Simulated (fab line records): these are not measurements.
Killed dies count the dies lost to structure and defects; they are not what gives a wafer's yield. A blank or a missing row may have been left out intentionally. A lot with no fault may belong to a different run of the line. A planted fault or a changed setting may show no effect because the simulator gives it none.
The tool behind it: which one? + flow gf180mcu + Sampling: 14 lots, 42 wafers, 5 of 602 route steps

WHAT EACH GAUGE READ, for each wafer
GF_VT_IMPLANT_OVL_MEAS_18. Usual: VT_IMPLANT_01_OVL typically reads -1.1 nm, with standard deviation 1.3.
| lot  | measured     | on         | VT_IMPLANT_01_OVL (nm) | flag |
|------|--------------|------------|------------------------|------|
| L401 | day 6 09:27  | overlay-02 | -0.8 -0.6 -1.7         |      |
| L402 | day 6 11:43  | overlay-02 | -2.8 -2.4 -2.4         |      |
| L404 | day 7 01:00  | overlay-02 | -3.3 -3.9 -2.0         |      |
| L405 | day 7 06:10  | overlay-01 | - - -                  | OFF  |
| L408 | day 8 02:11  | overlay-02 | - - -                  | OFF  |
| L409 | day 8 08:05  | overlay-02 | 0.8 -1.1 -2.0          |      |
| L411 | day 8 20:25  | overlay-01 | - - -                  | OFF  |
| L413 | day 9 10:46  | overlay-01 | -0.1 -1.4 -0.8         |      |
| L418 | day 10 16:51 | overlay-01 | -2.1 2.4 0.5           |      |
| L419 | day 10 23:54 | overlay-01 | -0.1 -0.3 -1.1         |      |
| L420 | day 11 08:34 | overlay-01 | -0.9 0.0 1.8           |      |
| L421 | day 11 10:26 | overlay-01 | -3.2 -4.5 -2.7         |      |
| L422 | day 11 20:29 | overlay-01 | -0.3 0.0 -2.2          |      |
| L424 | day 12 06:22 | overlay-01 | -0.1 -0.6 0.5          |      |

GF_VT_IMPLANT_TW_MEAS_21. Usual: VT_IMPLANT_2_TW typically reads 1218, with standard deviation 14.
| lot  | measured     | on            | VT_IMPLANT_2_TW   | flag |
|------|--------------|---------------|-------------------|------|
| L401 | day 6 09:44  | film metro-01 | 1213 1211 1207    |      |
| L402 | day 6 12:00  | film metro-01 | 1205 1209 1208    |      |
| L404 | day 7 01:17  | film metro-02 | 1235 1240 1240    |      |
| L405 | day 7 06:27  | film metro-01 | 30 30 30 30 30 30 | OFF  |
| L408 | day 8 02:28  | film metro-03 | 30 30 30 30 30 30 | OFF  |
| L409 | day 8 08:22  | film metro-03 | 1204 1207 1203    |      |
| L411 | day 8 20:43  | film metro-01 | 30 30 30 30 30 30 | OFF  |
| L413 | day 9 11:03  | film metro-02 | 1236 1240 1236    |      |
| L418 | day 10 17:08 | film metro-01 | 1220 1219 1222    |      |
| L419 | day 11 00:11 | film metro-01 | 1219 1212 1216    |      |
| L420 | day 11 08:51 | film metro-01 | 1215 1207 1215    |      |
| L421 | day 11 10:43 | film metro-02 | 1240 1245 1249    |      |
| L422 | day 11 20:47 | film metro-02 | 1244 1244 1252    |      |
| L424 | day 12 06:39 | film metro-03 | 1214 1204 1207    |      |

GF_CONTACT_CD_MEAS_14: the cd target is 220 nm. Usual: cd nm reads 220.0 nm (standard deviation 1.7).
| lot  | measured     | on        | cd nm (nm)        | flag |
|------|--------------|-----------|-------------------|------|
| L401 | day 16 06:46 | cd sem-01 | 219.3 218.4 219.2 |      |
| L402 | day 16 07:07 | cd sem-02 | 220.2 220.1 222.3 |      |
| L404 | day 17 03:28 | cd sem-02 | 218.8 217.7 219.0 |      |
| L409 | day 19 08:19 | cd sem-02 | 218.8 217.8 218.6 |      |
| L413 | day 20 19:49 | cd sem-02 | 220.4 220.8 220.8 |      |
| L418 | day 22 06:16 | cd sem-01 | 218.3 219.3 220.3 |      |
| L419 | day 22 12:37 | cd sem-02 | 217.4 218.5 216.5 |      |
| L420 | day 23 05:01 | cd sem-02 | 218.3 218.2 218.8 |      |
| L421 | day 23 08:07 | cd sem-01 | 220.2 219.8 220.1 |      |
| L422 | day 23 15:43 | cd sem-01 | 218.5 217.3 217.8 |      |
| L424 | day 24 10:01 | cd sem-02 | 223.6 223.0 221.7 |      |

GF_CONTACT_OVL_MEAS_15. Usual: CONTACT_OVL typically reads -4 nm, with standard deviation 6.1.
| lot  | measured     | on         | CONTACT_OVL (nm) | flag |
|------|--------------|------------|------------------|------|
| L401 | day 16 06:53 | overlay-01 | -1 -7 -8         |      |
| L402 | day 16 07:14 | overlay-02 | -6 -3 -15        |      |
| L404 | day 17 03:35 | overlay-02 | -4 -13 3         |      |
| L409 | day 19 08:26 | overlay-01 | -4 -7 -3         |      |
| L413 | day 20 19:56 | overlay-01 | -7 -10 -7        |      |
| L418 | day 22 06:23 | overlay-01 | 2 7 -8           |      |
| L419 | day 22 12:44 | overlay-01 | 8 0 6            |      |
| L420 | day 23 05:07 | overlay-02 | -17 -11 -8       |      |
| L421 | day 23 08:14 | overlay-01 | -5 -5 -3         |      |
| L422 | day 23 15:48 | overlay-01 | -9 2 7           |      |
| L424 | day 24 10:08 | overlay-01 | -2 -8 -6         |      |

WHICH TOOL RAN EACH LOT (tool, then ch and the chambers of the sampled wafers, then the start)
| lot  | GF_VT_IMPLANT_DEVELOP_17          |
|------|-----------------------------------|
| L401 | litho track-02 ch 0, day 6 09:18  |
| L402 | litho track-01 ch 0, day 6 11:34  |
| L404 | litho track-02 ch 0, day 7 00:51  |
| L405 | litho track-01 ch 0, day 7 06:01  |
| L408 | litho track-01 ch 0, day 8 02:04  |
| L409 | litho track-04 ch 0, day 8 07:56  |
| L411 | litho track-01 ch 0, day 8 20:17  |
| L413 | litho track-02 ch 0, day 9 10:38  |
| L418 | litho track-02 ch 0, day 10 16:42 |
| L419 | litho track-02 ch 0, day 10 23:45 |
| L420 | litho track-02 ch 0, day 11 08:26 |
| L421 | litho track-01 ch 0, day 11 10:16 |
| L422 | litho track-02 ch 0, day 11 20:21 |
| L424 | litho track-01 ch 0, day 12 06:13 |
- GF_VT_IMPLANT_DEVELOP_17: develop time 60 s.

AS READ BY THE TOOLS THEMSELVES (means over the sampled wafers that have a number; for cases with no such wafer, the mark the record gives instead)
The record holds no such reading with a usual standard deviation.

THE ANSWER, worked out from the rows above alone
Rule: a lot is off if the mean of its wafers that have a number lies more than 3 standard deviations from the usual mean. Also off: a lot with no number at a reading for which 4 or more lots have one. The other lots that the step has rows for count as sound. The gauges are gone through in route order, then the tools' own readings, and for those a lot's mean is taken as printed above. The first step at which some lot is off is used, and at that step the reading that is off furthest; a lot without a number counts as furthest.
Off: at GF_VT_IMPLANT_OVL_MEAS_18 (VT_IMPLANT_01_OVL), L405, L408, L411. Without a number there: L405, L408, L411.
If a tool, at a process step before that reading, ran all the lots that are off and no sound lot after the first of them, it fits. Not tried: the gauges at GF_VT_IMPLANT_OVL_MEAS_18; whatever is off there is also off at GF_VT_IMPLANT_TW_MEAS_21, on other tools, and gauge error can't account for it. No candidate that was tried fits.

WHAT WAS PUT IN BY THE SIMULATOR
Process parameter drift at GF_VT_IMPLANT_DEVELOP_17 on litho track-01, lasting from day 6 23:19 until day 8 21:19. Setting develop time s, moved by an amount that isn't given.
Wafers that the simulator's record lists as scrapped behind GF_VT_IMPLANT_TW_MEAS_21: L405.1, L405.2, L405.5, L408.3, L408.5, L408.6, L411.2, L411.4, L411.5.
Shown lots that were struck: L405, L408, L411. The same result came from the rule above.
